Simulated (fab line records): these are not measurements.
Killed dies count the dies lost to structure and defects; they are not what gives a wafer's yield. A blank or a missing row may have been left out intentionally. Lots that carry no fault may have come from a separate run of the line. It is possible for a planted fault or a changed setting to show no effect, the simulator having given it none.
fab line records + flow gf180mcu
[record]
- lots = 24
- wafers = 72
- last_day = 34
route steps=602 shown STI@1 CONTACT@312 V2@384 MIM@508
lots that met no fault: from a run of the same line without faults
start_h: the number of hours between the record's first day and the start of the first shown wafer of the lot + wait_h: hours elapsed since this lot's preceding step + " repeats the value in the row above + L1.1+2: a row that stands for several wafers + - no value present, or no start provided + * or withheld: withheld + < > ~ a bound
route shown NAME@n: NAME is a module with steps in the file, n the number in the route of the first one + usual: average and standard deviation across the fault-free wafers + same: alike in all rows + chamber/n: place in a boat + sites: each site's reading + _std_site: standard deviation across them + _edge_site: inner sites' mean taken away from outer sites' mean + radius_mm: for every site, how far away it sits from the centre of the wafer + mask NAME#n: copy n + behind: the last tool/chamber to shape the wafer + hold: what put the lot on hold/how long, in hours/how the hold closed + device: whichever transistor did not switch (one of n, p or np) + end of line: at the end of the route, the tests of the same wafers + step lacking rows: just its recipe + killed: not the wafer's yield, but the dies lost to structure and defects at the first sort + map: shows each die of a wafer: x if killed, . if not, _ if none is there
set.NAME: the setting the step ran with; set.NAME@STEP: the setting that earlier step ran with + model.NAME: the simulator's own value behind a step, which no gauge read
steps of the route over a sample of lots; a table a step, a row a wafer
services: when a tool's chamber went out of use (start_h, in hours from the record's first day, below 0 if earlier), for how many hours, and the reason
[[steps]]
[step GF_STI_BOW_MEAS_00]
[recipe]
- mode = bow
[usual]
- INCOMING_BOW = 0/6.1
| lot.wafer | tool          | chamber | start_h | wait_h | INCOMING_BOW[um] |
|-----------|---------------|---------|---------|--------|------------------|
| L074.2    | film_metro-03 | -       | 10.02   | -      | -7               |
| L074.4    | "             | -       | "       | "      | 8                |
| L074.6    | "             | -       | "       | "      | 3                |
| L075.1    | film_metro-01 | -       | 15.00   | -      | -6               |
| L075.2    | "             | -       | "       | "      | 9                |
| L075.3    | "             | -       | "       | "      | -4               |
| L076.1    | film_metro-03 | -       | 20.00   | -      | -8               |
| L076.3    | "             | -       | "       | "      | -11              |
| L076.6    | "             | -       | "       | "      | 3                |
| L077.1    | film_metro-03 | -       | 25.00   | -      | 2                |
| L077.3    | "             | -       | "       | "      | -1               |
| L077.4    | "             | -       | "       | "      | -7               |
| L078.1    | film_metro-01 | -       | 30.00   | -      | 0                |
| L078.5    | "             | -       | "       | "      | -10              |
| L078.6    | "             | -       | "       | "      | 11               |
| L079.4    | film_metro-03 | -       | 35.08   | -      | 9                |
| L079.5    | "             | -       | "       | "      | 0                |
| L079.6    | "             | -       | "       | "      | 1                |
| L080.2    | film_metro-02 | -       | 40.02   | -      | -4               |
| L080.4    | "             | -       | "       | "      | -12              |
| L080.5    | "             | -       | "       | "      | 1                |
| L081.1    | film_metro-01 | -       | 45.00   | -      | -2               |
| L081.4    | "             | -       | "       | "      | 11               |
| L081.6    | "             | -       | "       | "      | 3                |
| L082.2    | film_metro-01 | -       | 50.02   | -      | -6               |
| L082.3    | "             | -       | "       | "      | -8               |
| L082.6    | "             | -       | "       | "      | 0                |
| L083.1    | film_metro-02 | -       | 55.00   | -      | 7                |
| L083.3    | "             | -       | "       | "      | 2                |
| L083.4    | "             | -       | "       | "      | 11               |
| L084.1    | film_metro-02 | -       | 60.00   | -      | 3                |
| L084.4    | "             | -       | "       | "      | 5                |
| L084.6    | "             | -       | "       | "      | 11               |
| L085.4    | film_metro-02 | -       | 65.06   | -      | -1               |
| L085.5    | "             | -       | "       | "      | 11               |
| L085.6    | "             | -       | "       | "      | -5               |
| L086.4    | film_metro-01 | -       | 70.06   | -      | 9                |
| L086.5    | "             | -       | "       | "      | -3               |
| L086.6    | "             | -       | "       | "      | -10              |
| L087.2    | film_metro-02 | -       | 75.02   | -      | 2                |
| L087.5    | "             | -       | "       | "      | -8               |
| L087.6    | "             | -       | "       | "      | -3               |
| L088.3    | film_metro-01 | -       | 80.04   | -      | -3               |
| L088.5    | "             | -       | "       | "      | -1               |
| L088.6    | "             | -       | "       | "      | 8                |
| L089.1    | film_metro-01 | -       | 85.00   | -      | -7               |
| L089.2    | "             | -       | "       | "      | -8               |
| L089.3    | "             | -       | "       | "      | 2                |
| L090.3    | film_metro-03 | -       | 90.04   | -      | -9               |
| L090.4    | "             | -       | "       | "      | -3               |
| L090.6    | "             | -       | "       | "      | 4                |
| L091.3    | film_metro-03 | -       | 95.04   | -      | 7                |
| L091.4    | "             | -       | "       | "      | 0                |
| L091.5    | "             | -       | "       | "      | 7                |
| L092.2    | film_metro-03 | -       | 100.02  | -      | 3                |
| L092.4    | "             | -       | "       | "      | -3               |
| L092.5    | "             | -       | "       | "      | 6                |
| L093.3    | film_metro-02 | -       | 105.04  | -      | -2               |
| L093.4    | "             | -       | "       | "      | -16              |
| L093.6    | "             | -       | "       | "      | -5               |
| L094.2    | film_metro-01 | -       | 110.02  | -      | 15               |
| L094.3    | "             | -       | "       | "      | 2                |
| L094.4    | "             | -       | "       | "      | -2               |
| L095.1    | film_metro-02 | -       | 115.00  | -      | 6                |
| L095.5    | "             | -       | "       | "      | 2                |
| L095.6    | "             | -       | "       | "      | -8               |
| L096.2    | film_metro-01 | -       | 120.02  | -      | -4               |
| L096.3    | "             | -       | "       | "      | -5               |
| L096.5    | "             | -       | "       | "      | -4               |
| L097.3    | film_metro-03 | -       | 125.04  | -      | -10              |
| L097.5    | "             | -       | "       | "      | 1                |
| L097.6    | "             | -       | "       | "      | -3               |
[step GF_STI_THK_MEAS_24]
[recipe]
- reads = SiO2_of_STI_CVD_23
[usual]
- STI_CVD_23_THK = 654/6
| lot.wafer | tool          | chamber | start_h | wait_h | STI_CVD_23_THK[nm] |
|-----------|---------------|---------|---------|--------|--------------------|
| L074.2    | film_metro-03 | -       | 27.33   | 0.0    | 659                |
| L074.4    | "             | -       | "       | "      | 654                |
| L074.6    | "             | -       | "       | "      | 655                |
| L075.1    | film_metro-01 | -       | 34.18   | 0.0    | 656                |
| L075.2    | "             | -       | "       | "      | 645                |
| L075.3    | "             | -       | "       | "      | 650                |
| L076.1    | film_metro-01 | -       | 37.80   | 0.0    | 654                |
| L076.3    | "             | -       | "       | "      | 658                |
| L076.6    | "             | -       | "       | "      | 652                |
| L077.1    | film_metro-03 | -       | 42.78   | 0.0    | 665                |
| L077.3    | "             | -       | "       | "      | 660                |
| L077.4    | "             | -       | "       | "      | 662                |
| L078.1    | film_metro-03 | -       | 48.92   | 0.0    | 656                |
| L078.5    | "             | -       | "       | "      | 650                |
| L078.6    | "             | -       | "       | "      | 653                |
| L079.4    | film_metro-02 | -       | 53.13   | 0.0    | 654                |
| L079.5    | "             | -       | "       | "      | 654                |
| L079.6    | "             | -       | "       | "      | 655                |
| L080.2    | film_metro-03 | -       | 58.47   | 0.0    | 657                |
| L080.4    | "             | -       | "       | "      | 655                |
| L080.5    | "             | -       | "       | "      | 647                |
| L081.1    | film_metro-01 | -       | 63.38   | 0.0    | 656                |
| L081.4    | "             | -       | "       | "      | 654                |
| L081.6    | "             | -       | "       | "      | 649                |
| L082.2    | film_metro-02 | -       | 72.29   | 0.1    | 655                |
| L082.3    | "             | -       | "       | "      | 656                |
| L082.6    | "             | -       | "       | "      | 657                |
| L083.1    | film_metro-01 | -       | 76.24   | 0.1    | 652                |
| L083.3    | "             | -       | "       | "      | 659                |
| L083.4    | "             | -       | "       | "      | 654                |
| L084.1    | film_metro-02 | -       | 82.87   | 0.0    | 659                |
| L084.4    | "             | -       | "       | "      | 665                |
| L084.6    | "             | -       | "       | "      | 653                |
| L085.4    | film_metro-01 | -       | 86.85   | 0.0    | 656                |
| L085.5    | "             | -       | "       | "      | 656                |
| L085.6    | "             | -       | "       | "      | 661                |
| L086.4    | film_metro-03 | -       | 92.31   | 0.0    | 647                |
| L086.5    | "             | -       | "       | "      | 641                |
| L086.6    | "             | -       | "       | "      | 647                |
| L087.2    | film_metro-03 | -       | 95.90   | 0.0    | 655                |
| L087.5    | "             | -       | "       | "      | 665                |
| L087.6    | "             | -       | "       | "      | 657                |
| L088.3    | film_metro-03 | -       | 103.55  | 0.1    | 656                |
| L088.5    | "             | -       | "       | "      | 655                |
| L088.6    | "             | -       | "       | "      | 655                |
| L089.1    | film_metro-03 | -       | 105.92  | 0.0    | 672                |
| L089.2    | "             | -       | "       | "      | 668                |
| L089.3    | "             | -       | "       | "      | 671                |
| L090.3    | film_metro-03 | -       | 111.43  | 0.1    | 652                |
| L090.4    | "             | -       | "       | "      | 651                |
| L090.6    | "             | -       | "       | "      | 647                |
| L091.3    | film_metro-03 | -       | 115.10  | 0.1    | 654                |
| L091.4    | "             | -       | "       | "      | 654                |
| L091.5    | "             | -       | "       | "      | 658                |
| L092.2    | film_metro-02 | -       | 122.52  | 0.0    | 652                |
| L092.4    | "             | -       | "       | "      | 652                |
| L092.5    | "             | -       | "       | "      | 658                |
| L093.3    | film_metro-02 | -       | 127.70  | 0.1    | 649                |
| L093.4    | "             | -       | "       | "      | 653                |
| L093.6    | "             | -       | "       | "      | 651                |
| L094.2    | film_metro-02 | -       | 131.10  | 0.0    | 647                |
| L094.3    | "             | -       | "       | "      | 643                |
| L094.4    | "             | -       | "       | "      | 645                |
| L095.1    | film_metro-02 | -       | 136.20  | 0.0    | 644                |
| L095.5    | "             | -       | "       | "      | 653                |
| L095.6    | "             | -       | "       | "      | 650                |
| L096.2    | film_metro-01 | -       | 141.61  | 0.0    | 646                |
| L096.3    | "             | -       | "       | "      | 646                |
| L096.5    | "             | -       | "       | "      | 640                |
| L097.3    | film_metro-03 | -       | 146.98  | 0.1    | 659                |
| L097.5    | "             | -       | "       | "      | 654                |
| L097.6    | "             | -       | "       | "      | 655                |
[step GF_CONTACT_RS_MEAS_25]
[recipe]
- thk_meas_gauge = four-point-probe
- reads = W_of_CONTACT_CVD_24+TiN_of_CONTACT_SPUTTER_23+Ti_of_CONTACT_SPUTTER_22
[usual]
- CONTACT_W_RS = 0.382/0.0052
| lot.wafer | tool          | chamber | start_h | wait_h | CONTACT_W_RS[ohm/sq] |
|-----------|---------------|---------|---------|--------|----------------------|
| L074.2    | film_metro-03 | -       | 359.43  | 0.1    | 0.382                |
| L074.4    | "             | -       | "       | "      | 0.379                |
| L074.6    | "             | -       | "       | "      | 0.379                |
| L075.1    | film_metro-03 | -       | 370.29  | 0.1    | 0.386                |
| L075.2    | "             | -       | "       | "      | 0.381                |
| L075.3    | "             | -       | "       | "      | 0.380                |
| L076.1    | film_metro-03 | -       | 377.06  | 0.1    | 0.391                |
| L076.3    | "             | -       | "       | "      | 0.387                |
| L076.6    | "             | -       | "       | "      | 0.379                |
| L077.1    | film_metro-04 | -       | 383.65  | 0.1    | 0.388                |
| L077.3    | "             | -       | "       | "      | 0.376                |
| L077.4    | "             | -       | "       | "      | 0.389                |
| L078.1    | film_metro-03 | -       | 398.79  | 0.1    | 0.378                |
| L078.5    | "             | -       | "       | "      | 0.386                |
| L078.6    | "             | -       | "       | "      | 0.382                |
| L079.4    | film_metro-02 | -       | 411.81  | 0.1    | 0.374                |
| L079.5    | "             | -       | "       | "      | 0.381                |
| L079.6    | "             | -       | "       | "      | 0.378                |
| L080.2    | film_metro-02 | -       | 418.32  | 0.1    | 0.387                |
| L080.4    | "             | -       | "       | "      | 0.381                |
| L080.5    | "             | -       | "       | "      | 0.385                |
| L081.1    | film_metro-02 | -       | 428.05  | 0.1    | 0.377                |
| L081.4    | "             | -       | "       | "      | 0.379                |
| L081.6    | "             | -       | "       | "      | 0.379                |
| L082.2    | film_metro-02 | -       | 449.17  | 0.1    | 0.378                |
| L082.3    | "             | -       | "       | "      | 0.378                |
| L082.6    | "             | -       | "       | "      | 0.378                |
| L083.1    | film_metro-02 | -       | 456.29  | 0.1    | 0.384                |
| L083.3    | "             | -       | "       | "      | 0.376                |
| L083.4    | "             | -       | "       | "      | 0.378                |
| L084.1    | film_metro-03 | -       | 456.76  | 0.1    | 0.381                |
| L084.4    | "             | -       | "       | "      | 0.381                |
| L084.6    | "             | -       | "       | "      | 0.390                |
| L086.4    | film_metro-03 | -       | 472.86  | 0.1    | 0.380                |
| L086.5    | "             | -       | "       | "      | 0.382                |
| L086.6    | "             | -       | "       | "      | 0.382                |
| L085.4    | film_metro-04 | -       | 473.65  | 0.1    | 0.379                |
| L085.5    | "             | -       | "       | "      | 0.381                |
| L085.6    | "             | -       | "       | "      | 0.378                |
| L087.2    | film_metro-03 | -       | 488.62  | 0.1    | 0.388                |
| L087.5    | "             | -       | "       | "      | 0.390                |
| L087.6    | "             | -       | "       | "      | 0.381                |
| L088.3    | film_metro-02 | -       | 497.91  | 0.1    | 0.391                |
| L088.5    | "             | -       | "       | "      | 0.388                |
| L088.6    | "             | -       | "       | "      | 0.379                |
| L089.1    | film_metro-03 | -       | 498.92  | 0.1    | 0.380                |
| L089.2    | "             | -       | "       | "      | 0.382                |
| L089.3    | "             | -       | "       | "      | 0.375                |
| L090.3    | film_metro-04 | -       | 509.28  | 0.1    | 0.385                |
| L090.4    | "             | -       | "       | "      | 0.376                |
| L090.6    | "             | -       | "       | "      | 0.378                |
| L091.3    | film_metro-04 | -       | 518.56  | 0.1    | 0.381                |
| L091.4    | "             | -       | "       | "      | 0.374                |
| L091.5    | "             | -       | "       | "      | 0.380                |
| L092.2    | film_metro-03 | -       | 527.52  | 0.1    | 0.387                |
| L092.4    | "             | -       | "       | "      | 0.391                |
| L092.5    | "             | -       | "       | "      | 0.394                |
| L094.2    | film_metro-02 | -       | 536.15  | 0.1    | 0.378                |
| L094.3    | "             | -       | "       | "      | 0.376                |
| L094.4    | "             | -       | "       | "      | 0.384                |
| L093.3    | film_metro-04 | -       | 538.46  | 0.1    | 0.381                |
| L093.4    | "             | -       | "       | "      | 0.388                |
| L093.6    | "             | -       | "       | "      | 0.394                |
| L095.1    | film_metro-03 | -       | 544.10  | 0.1    | 0.375                |
| L095.5    | "             | -       | "       | "      | 0.378                |
| L095.6    | "             | -       | "       | "      | 0.382                |
| L096.2    | film_metro-02 | -       | 548.95  | 0.1    | 0.382                |
| L096.3    | "             | -       | "       | "      | 0.385                |
| L096.5    | "             | -       | "       | "      | 0.377                |
| L097.3    | film_metro-02 | -       | 557.30  | 0.1    | 0.386                |
| L097.5    | "             | -       | "       | "      | 0.382                |
| L097.6    | "             | -       | "       | "      | 0.382                |
[step GF_CONTACT_THK_MEAS_26]
[recipe]
- thk_meas_gauge = xrf
- reads = W_of_CONTACT_CVD_24
[usual]
- CONTACT_W_THK = 301/4.2
| lot.wafer | tool          | chamber | start_h | wait_h | CONTACT_W_THK[nm] |
|-----------|---------------|---------|---------|--------|-------------------|
| L074.2    | film_metro-03 | -       | 359.54  | 0.1    | 302               |
| L074.4    | "             | -       | "       | "      | 303               |
| L074.6    | "             | -       | "       | "      | 302               |
| L075.1    | film_metro-03 | -       | 370.41  | 0.1    | 298               |
| L075.2    | "             | -       | "       | "      | 303               |
| L075.3    | "             | -       | "       | "      | 304               |
| L076.1    | film_metro-03 | -       | 377.18  | 0.1    | 293               |
| L076.3    | "             | -       | "       | "      | 297               |
| L076.6    | "             | -       | "       | "      | 304               |
| L077.1    | film_metro-04 | -       | 383.77  | 0.1    | 300               |
| L077.3    | "             | -       | "       | "      | 308               |
| L077.4    | "             | -       | "       | "      | 296               |
| L078.1    | film_metro-03 | -       | 398.91  | 0.1    | 303               |
| L078.5    | "             | -       | "       | "      | 299               |
| L078.6    | "             | -       | "       | "      | 301               |
| L079.4    | film_metro-02 | -       | 411.90  | 0.1    | 308               |
| L079.5    | "             | -       | "       | "      | 300               |
| L079.6    | "             | -       | "       | "      | 303               |
| L080.2    | film_metro-02 | -       | 418.43  | 0.1    | 297               |
| L080.4    | "             | -       | "       | "      | 301               |
| L080.5    | "             | -       | "       | "      | 299               |
| L081.1    | film_metro-02 | -       | 428.17  | 0.1    | 302               |
| L081.4    | "             | -       | "       | "      | 304               |
| L081.6    | "             | -       | "       | "      | 303               |
| L082.2    | film_metro-02 | -       | 449.28  | 0.1    | 305               |
| L082.3    | "             | -       | "       | "      | 305               |
| L082.6    | "             | -       | "       | "      | 304               |
| L083.1    | film_metro-02 | -       | 456.41  | 0.1    | 299               |
| L083.3    | "             | -       | "       | "      | 304               |
| L083.4    | "             | -       | "       | "      | 304               |
| L084.1    | film_metro-03 | -       | 456.88  | 0.1    | 300               |
| L084.4    | "             | -       | "       | "      | 301               |
| L084.6    | "             | -       | "       | "      | 294               |
| L086.4    | film_metro-03 | -       | 472.95  | 0.1    | 301               |
| L086.5    | "             | -       | "       | "      | 299               |
| L086.6    | "             | -       | "       | "      | 298               |
| L085.4    | film_metro-04 | -       | 473.74  | 0.1    | 303               |
| L085.5    | "             | -       | "       | "      | 301               |
| L085.6    | "             | -       | "       | "      | 301               |
| L087.2    | film_metro-03 | -       | 488.73  | 0.1    | 293               |
| L087.5    | "             | -       | "       | "      | 294               |
| L087.6    | "             | -       | "       | "      | 300               |
| L088.3    | film_metro-02 | -       | 498.01  | 0.1    | 295               |
| L088.5    | "             | -       | "       | "      | 296               |
| L088.6    | "             | -       | "       | "      | 304               |
| L089.1    | film_metro-03 | -       | 499.04  | 0.1    | 299               |
| L089.2    | "             | -       | "       | "      | 298               |
| L089.3    | "             | -       | "       | "      | 305               |
| L090.3    | film_metro-04 | -       | 509.38  | 0.1    | 296               |
| L090.4    | "             | -       | "       | "      | 302               |
| L090.6    | "             | -       | "       | "      | 301               |
| L091.3    | film_metro-04 | -       | 518.66  | 0.1    | 299               |
| L091.4    | "             | -       | "       | "      | 305               |
| L091.5    | "             | -       | "       | "      | 302               |
| L092.2    | film_metro-03 | -       | 527.63  | 0.1    | 296               |
| L092.4    | "             | -       | "       | "      | 293               |
| L092.5    | "             | -       | "       | "      | 292               |
| L094.2    | film_metro-02 | -       | 536.26  | 0.1    | 301               |
| L094.3    | "             | -       | "       | "      | 304               |
| L094.4    | "             | -       | "       | "      | 299               |
| L093.3    | film_metro-04 | -       | 538.56  | 0.1    | 305               |
| L093.4    | "             | -       | "       | "      | 298               |
| L093.6    | "             | -       | "       | "      | 295               |
| L095.1    | film_metro-03 | -       | 544.22  | 0.1    | 304               |
| L095.5    | "             | -       | "       | "      | 303               |
| L095.6    | "             | -       | "       | "      | 299               |
| L096.2    | film_metro-02 | -       | 549.06  | 0.1    | 300               |
| L096.3    | "             | -       | "       | "      | 297               |
| L096.5    | "             | -       | "       | "      | 302               |
| L097.3    | film_metro-02 | -       | 557.40  | 0.1    | 299               |
| L097.5    | "             | -       | "       | "      | 300               |
| L097.6    | "             | -       | "       | "      | 300               |
[step GF_V2_CVD_02]
[recipe]
- material = SiO2
- target_thk_nm = 850
- precursor = TEOS
- temp_c = 400
- time_s = 94.851
- rf_w = 600
[usual]
- heater_power_outer_w = 397/78
- heater_power_w = 683/110
| lot.wafer | tool     | chamber | start_h | wait_h | heater_power_outer_w | heater_power_w |
|-----------|----------|---------|---------|--------|----------------------|----------------|
| L074.2    | pecvd-03 | 2       | 437.32  | 0.0    | 423                  | 721            |
| L074.4    | "        | 1       | "       | "      | 297                  | 524            |
| L074.6    | "        | 2       | "       | "      | 433                  | 772            |
| L075.1    | pecvd-02 | 1       | 444.58  | 0.1    | 527                  | 909            |
| L075.2    | "        | 2       | "       | "      | 503                  | 785            |
| L075.3    | "        | 0       | "       | "      | 341                  | 636            |
| L076.1    | pecvd-02 | 0       | 453.08  | 0.1    | 435                  | 774            |
| L076.3    | "        | 2       | "       | "      | 547                  | 820            |
| L076.6    | "        | 2       | "       | "      | 424                  | 671            |
| L077.1    | pecvd-04 | 2       | 459.42  | 0.1    | 263                  | 503            |
| L077.3    | "        | 1       | "       | "      | 307                  | 516            |
| L077.4    | "        | 1       | "       | "      | 236                  | 404            |
| L078.1    | pecvd-02 | 1       | 475.22  | 0.1    | 516                  | 876            |
| L078.5    | "        | 0       | "       | "      | 430                  | 744            |
| L078.6    | "        | 2       | "       | "      | 435                  | 659            |
| L079.4    | pecvd-03 | 0       | 487.91  | 0.1    | 348                  | 659            |
| L079.5    | "        | 1       | "       | "      | 295                  | 512            |
| L079.6    | "        | 2       | "       | "      | 321                  | 603            |
| L080.2    | pecvd-04 | 0       | 493.91  | 0.0    | 371                  | 642            |
| L080.4    | "        | 1       | "       | "      | 311                  | 512            |
| L080.5    | "        | 0       | "       | "      | 396                  | 649            |
| L081.1    | pecvd-02 | 1       | 504.46  | 0.1    | 485                  | 836            |
| L081.4    | "        | 1       | "       | "      | 500                  | 862            |
| L081.6    | "        | 0       | "       | "      | 328                  | 635            |
| L082.2    | pecvd-04 | 0       | 525.49  | 0.0    | 344                  | 612            |
| L082.3    | "        | 2       | "       | "      | 334                  | 617            |
| L082.6    | "        | 1       | "       | "      | 314                  | 525            |
| L083.1    | pecvd-02 | 1       | 530.89  | 0.1    | 491                  | 857            |
| L083.3    | "        | 0       | "       | "      | 391                  | 720            |
| L083.4    | "        | 1       | "       | "      | 529                  | 891            |
| L084.1    | pecvd-03 | 2       | 532.31  | 0.1    | 428                  | 747            |
| L084.4    | "        | 1       | "       | "      | 361                  | 588            |
| L084.6    | "        | 2       | "       | "      | 334                  | 603            |
| L086.4    | pecvd-02 | 2       | 547.38  | 0.1    | 508                  | 785            |
| L086.5    | "        | 1       | "       | "      | 532                  | 893            |
| L086.6    | "        | 0       | "       | "      | 446                  | 750            |
| L085.4    | pecvd-03 | 0       | 548.81  | 0.1    | 311                  | 600            |
| L085.5    | "        | 2       | "       | "      | 426                  | 754            |
| L085.6    | "        | 1       | "       | "      | 310                  | 512            |
| L087.2    | pecvd-02 | 2       | 562.61  | 0.0    | 496                  | 768            |
| L087.5    | "        | 1       | "       | "      | 399                  | 713            |
| L087.6    | "        | 2       | "       | "      | 521                  | 807            |
| L088.3    | pecvd-02 | 1       | 570.30  | 0.0    | 391                  | 721            |
| L088.5    | "        | 1       | "       | "      | 455                  | 790            |
| L088.6    | "        | 0       | "       | "      | 421                  | 739            |
| L089.1    | pecvd-03 | 0       | 570.49  | 0.1    | 282                  | 575            |
| L089.2    | "        | 2       | "       | "      | 344                  | 639            |
| L089.3    | "        | 1       | "       | "      | 341                  | 574            |
| L090.3    | pecvd-03 | 2       | 581.32  | 0.0    | 437                  | 780            |
| L090.4    | "        | 1       | "       | "      | 398                  | 623            |
| L090.6    | "        | 0       | "       | "      | 269                  | 538            |
| L091.3    | pecvd-02 | 0       | 591.02  | 0.0    | 408                  | 717            |
| L091.4    | "        | 2       | "       | "      | 545                  | 845            |
| L091.5    | "        | 0       | "       | "      | 429                  | 783            |
| L092.2    | pecvd-02 | 1       | 598.18  | 0.0    | 409                  | 735            |
| L092.4    | "        | 1       | "       | "      | 456                  | 839            |
| L092.5    | "        | 0       | "       | "      | 436                  | 752            |
| L094.2    | pecvd-04 | 2       | 605.93  | 0.0    | 311                  | 570            |
| L094.3    | "        | 0       | "       | "      | 344                  | 585            |
| L094.4    | "        | 2       | "       | "      | 331                  | 599            |
| L093.3    | pecvd-03 | 2       | 606.80  | 0.1    | 406                  | 726            |
| L093.4    | "        | 1       | "       | "      | 375                  | 611            |
| L093.6    | "        | 2       | "       | "      | 416                  | 746            |
| L095.1    | pecvd-02 | 1       | 614.72  | 0.1    | 477                  | 826            |
| L095.5    | "        | 0       | "       | "      | 336                  | 633            |
| L095.6    | "        | 1       | "       | "      | 497                  | 866            |
| L096.2    | pecvd-04 | 2       | 617.24  | 0.0    | 354                  | 634            |
| L096.3    | "        | 1       | "       | "      | 276                  | 463            |
| L096.5    | "        | 1       | "       | "      | 287                  | 488            |
| L097.3    | pecvd-03 | 2       | 624.65  | 0.1    | 413                  | 720            |
| L097.5    | "        | 2       | "       | "      | 438                  | 761            |
| L097.6    | "        | 1       | "       | "      | 340                  | 570            |
[step GF_MIM_CVD_05]
[recipe]
- material = Si3N4
- target_thk_nm = 42
- temp_max_c = 400
- temp_c = 385
- time_s = 29.086
- rf_w = 450
[usual]
- heater_power_outer_w = 371/59
- heater_power_w = 645/100
| lot.wafer | tool     | chamber | start_h | wait_h | heater_power_outer_w | heater_power_w |
|-----------|----------|---------|---------|--------|----------------------|----------------|
| L074.2    | pecvd-04 | 1       | 562.62  | 0.0    | 311                  | 504            |
| L074.4    | "        | 0       | "       | "      | 340                  | 614            |
| L074.6    | "        | 1       | "       | "      | 306                  | 507            |
| L075.1    | pecvd-01 | 2       | 569.30  | 0.0    | 355                  | 654            |
| L075.2    | "        | 0       | "       | "      | 487                  | 813            |
| L075.3    | "        | 1       | "       | "      | 376                  | 607            |
| L076.1    | pecvd-01 | 2       | 576.56  | 0.0    | 448                  | 777            |
| L076.3    | "        | 1       | "       | "      | 399                  | 618            |
| L076.6    | "        | 0       | "       | "      | 488                  | 871            |
| L077.1    | pecvd-04 | 1       | 581.37  | 0.0    | 246                  | 412            |
| L077.3    | "        | 0       | "       | "      | 399                  | 659            |
| L077.4    | "        | 2       | "       | "      | 269                  | 520            |
| L078.1    | pecvd-04 | 0       | 597.56  | 0.0    | 373                  | 653            |
| L078.5    | "        | 2       | "       | "      | 274                  | 509            |
| L078.6    | "        | 0       | "       | "      | 374                  | 650            |
| L079.4    | pecvd-01 | 0       | 606.72  | 0.0    | 504                  | 867            |
| L079.5    | "        | 1       | "       | "      | 445                  | 699            |
| L079.6    | "        | 2       | "       | "      | 427                  | 768            |
| L080.2    | pecvd-04 | 2       | 614.68  | 0.0    | 336                  | 595            |
| L080.4    | "        | 2       | "       | "      | 337                  | 593            |
| L080.5    | "        | 0       | "       | "      | 344                  | 607            |
| L081.1    | pecvd-01 | 2       | 622.56  | 0.0    | 438                  | 787            |
| L081.4    | "        | 1       | "       | "      | 446                  | 694            |
| L081.6    | "        | 2       | "       | "      | 334                  | 645            |
| L082.2    | pecvd-03 | 2       | 641.16  | 0.0    | 316                  | 606            |
| L082.3    | "        | 1       | "       | "      | 380                  | 620            |
| L082.6    | "        | 2       | "       | "      | 327                  | 615            |
| L083.1    | pecvd-04 | 1       | 644.58  | 0.0    | 276                  | 468            |
| L083.3    | "        | 0       | "       | "      | 353                  | 629            |
| L083.4    | "        | 1       | "       | "      | 281                  | 466            |
| L084.1    | pecvd-03 | 2       | 645.29  | 0.0    | 354                  | 639            |
| L084.4    | "        | 2       | "       | "      | 348                  | 647            |
| L084.6    | "        | 2       | "       | "      | 355                  | 648            |
| L085.4    | pecvd-01 | 0       | 661.13  | 0.0    | 457                  | 819            |
| L085.5    | "        | 1       | "       | "      | 383                  | 606            |
| L085.6    | "        | 2       | "       | "      | 407                  | 748            |
| L086.4    | pecvd-04 | 1       | 662.83  | 0.0    | 324                  | 521            |
| L086.5    | "        | 0       | "       | "      | 319                  | 582            |
| L086.6    | "        | 2       | "       | "      | 358                  | 620            |
| L087.2    | pecvd-03 | 2       | 672.78  | 0.0    | 336                  | 630            |
| L087.5    | "        | 1       | "       | "      | 354                  | 599            |
| L087.6    | "        | 2       | "       | "      | 341                  | 629            |
| L088.3    | pecvd-01 | 2       | 678.65  | 0.0    | 380                  | 708            |
| L088.5    | "        | 1       | "       | "      | 450                  | 680            |
| L088.6    | "        | 0       | "       | "      | 456                  | 835            |
| L089.1    | pecvd-04 | 0       | 679.98  | 0.0    | 411                  | 684            |
| L089.2    | "        | 1       | "       | "      | 307                  | 508            |
| L089.3    | "        | 2       | "       | "      | 333                  | 593            |
| L090.3    | pecvd-03 | 2       | 690.46  | 0.0    | 384                  | 696            |
| L090.4    | "        | 1       | "       | "      | 376                  | 628            |
| L090.6    | "        | 0       | "       | "      | 347                  | 650            |
| L091.3    | pecvd-03 | 1       | 696.57  | 0.0    | 353                  | 575            |
| L091.4    | "        | 0       | "       | "      | 308                  | 598            |
| L091.5    | "        | 1       | "       | "      | 355                  | 586            |
| L092.2    | pecvd-03 | 2       | 704.17  | 0.0    | 407                  | 717            |
| L092.4    | "        | 2       | "       | "      | 410                  | 710            |
| L092.5    | "        | 0       | "       | "      | 356                  | 652            |
| L094.2    | pecvd-04 | 0       | 710.60  | 0.0    | 354                  | 613            |
| L094.3    | "        | 1       | "       | "      | 310                  | 525            |
| L094.4    | "        | 1       | "       | "      | 313                  | 498            |
| L093.3    | pecvd-01 | 2       | 711.98  | 0.0    | 431                  | 777            |
| L093.4    | "        | 1       | "       | "      | 425                  | 651            |
| L093.6    | "        | 0       | "       | "      | 465                  | 803            |
| L095.1    | pecvd-01 | 2       | 719.17  | 0.0    | 327                  | 647            |
| L095.5    | "        | 1       | "       | "      | 400                  | 644            |
| L095.6    | "        | 2       | "       | "      | 329                  | 637            |
| L096.2    | pecvd-03 | 1       | 721.67  | 0.0    | 389                  | 635            |
| L096.3    | "        | 0       | "       | "      | 326                  | 593            |
| L096.5    | "        | 2       | "       | "      | 390                  | 704            |
| L097.3    | pecvd-01 | 2       | 728.26  | 0.0    | 436                  | 764            |
| L097.5    | "        | 2       | "       | "      | 431                  | 778            |
| L097.6    | "        | 1       | "       | "      | 426                  | 692            |
[[services]]
| tool     | chamber | start_h | hours | kind       |
|----------|---------|---------|-------|------------|
| pecvd-03 | 1       | 448.96  | 27.8  | repair     |
| pecvd-03 | -       | 484.34  | 0.5   | repair     |
| pecvd-03 | -       | 552.30  | 14.6  | pm         |
| pecvd-04 | -       | 589.67  | 0.5   | repair     |
| pecvd-01 | -       | 591.12  | 14.0  | pm         |
| pecvd-01 | 0       | 591.12  | 14.0  | vent_cycle |
| pecvd-01 | 1       | 591.12  | 14.0  | vent_cycle |
| pecvd-01 | 2       | 591.12  | 14.0  | vent_cycle |
| pecvd-03 | 0       | 593.26  | 92.9  | repair     |
| pecvd-01 | 0       | 605.12  | -     | clean      |
| pecvd-01 | 1       | 605.12  | -     | clean      |
| pecvd-01 | 2       | 605.12  | -     | clean      |
| pecvd-04 | -       | 614.34  | 0.3   | repair     |
| pecvd-02 | 1       | 649.18  | 18.3  | repair     |
| pecvd-04 | -       | 663.55  | 2.8   | pm         |
| pecvd-04 | -       | 668.41  | 0.5   | repair     |
| pecvd-02 | -       | 699.95  | 6.0   | pm         |
[[key]]
fault none
